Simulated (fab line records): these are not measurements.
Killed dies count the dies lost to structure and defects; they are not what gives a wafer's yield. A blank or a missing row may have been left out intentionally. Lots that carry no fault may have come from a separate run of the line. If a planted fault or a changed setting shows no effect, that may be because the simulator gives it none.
Matching of chambers	flow gf180mcu	GF_PASSIVATION_CVD_00 on pecvd-01: 3 sister chambers
The step deposits SiO2 from TEOS, target thk 1000 nm, time 111.95 s. 6 wafers are shown with their chamber, then 8 later ones without.

EACH WAFER AND ITS CHAMBER
wafer	chamber	heater power w (W)
L848.4	2	586
L848.6	0	522
L850.1	1	859
L850.2	0	591
L850.6	2	715
L854.2	1	839

WAFERS WITH NO CHAMBER GIVEN
wafer	heater power w (W)
L854.3	874
L854.5	595
L864.3	731
L864.5	662
L864.6	601
L866.4	733
L866.5	827
L866.6	529

EACH ONE'S CHAMBER
wafer	from the rows above	in truth
L854.3	1	1
L854.5	can't be placed: 0 or 2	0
L864.3	can't be placed: 2 or 1 or 0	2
L864.5	can't be placed: 2 or 0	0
L864.6	can't be placed: 0 or 2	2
L866.4	can't be placed: 2 or 1 or 0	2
L866.5	1	1
L866.6	can't be placed: 0 or 2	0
Correctly placed: 2 of 8. These rows do not allow placing 6 (true chamber among the candidates in 6). Number placed wrongly: 0.
How it was worked out, from the rows above alone: a wafer's distance from a chamber is the root of the sum, over the readings, of the square of ((its reading less the chamber's mean) divided by the reading's scatter). If the next closest chamber is less than 2 further off than the closest, the wafer can't be placed; otherwise it belongs to the closest. The mean given for a chamber averages the wafers shown for that chamber. The scatter: take each reading less its chamber's mean, square it, sum over the shown wafers, divide by the number of wafers less the number of chambers, and take the root.
